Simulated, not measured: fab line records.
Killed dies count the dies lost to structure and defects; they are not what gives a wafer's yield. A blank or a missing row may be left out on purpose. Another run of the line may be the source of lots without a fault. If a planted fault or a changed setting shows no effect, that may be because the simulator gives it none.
Chamber matching | flow gf180mcu | GF_V5_CVD_02 on pecvd-02: 3 sister chambers
The step deposits SiO2 from TEOS, target thk 1450 nm, time 163.28 s. 18 wafers are shown with their chamber, then 8 later ones without.

## EACH WAFER AND ITS CHAMBER
wafer  | chamber | heaterPowerW (W)
L749.1 | 1       | 556
L749.4 | 2       | 568
L749.6 | 0       | 610
L750.3 | 2       | 597
L750.5 | 2       | 655
L750.6 | 0       | 633
L755.3 | 0       | 731
L755.4 | 1       | 484
L755.6 | 0       | 612
L756.1 | 0       | 659
L756.4 | 2       | 722
L756.6 | 1       | 592
L757.1 | 1       | 471
L757.2 | 2       | 716
L757.4 | 0       | 752
L758.3 | 2       | 624
L758.5 | 2       | 707
L758.6 | 1       | 471

SIGNATURES (averages over the wafers above)
reading      | chamber 0 | chamber 1 | chamber 2 | scatter within a chamber
heaterPowerW | 666.17    | 514.80    | 655.57    | 60
Rule: a wafer's distance from a chamber is the root of the sum, over the readings, of the square of ((its reading less the chamber's mean) divided by the reading's scatter). If the next closest chamber is less than 2 further off than the closest, the wafer can't be placed; otherwise it belongs to the closest. How the scatter is found: for the shown wafers, subtract from each reading the mean of its chamber, square and add these, divide the total by (wafers less chambers), then take the root.

## WAFERS WHOSE CHAMBER IS MISSING
wafer  | heaterPowerW (W)
L760.1 | 596
L760.2 | 715
L760.3 | 725
L763.1 | 719
L763.3 | 647
L763.5 | 585
L766.2 | 672
L766.4 | 725

## CHAMBER TAKEN BY EACH
wafer  | from the rows above          | in truth
L760.1 | can't be placed: 2 or 0 or 1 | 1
L760.2 | can't be placed: 0 or 2      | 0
L760.3 | can't be placed: 0 or 2      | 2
L763.1 | can't be placed: 0 or 2      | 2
L763.3 | can't be placed: 2 or 0      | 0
L763.5 | can't be placed: 1 or 2 or 0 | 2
L766.2 | can't be placed: 0 or 2      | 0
L766.4 | can't be placed: 0 or 2      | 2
Correctly placed: 0 of 8. Unplaceable from these rows: 8, with the true chamber sitting among the candidates in 8. Wrongly placed: 0.
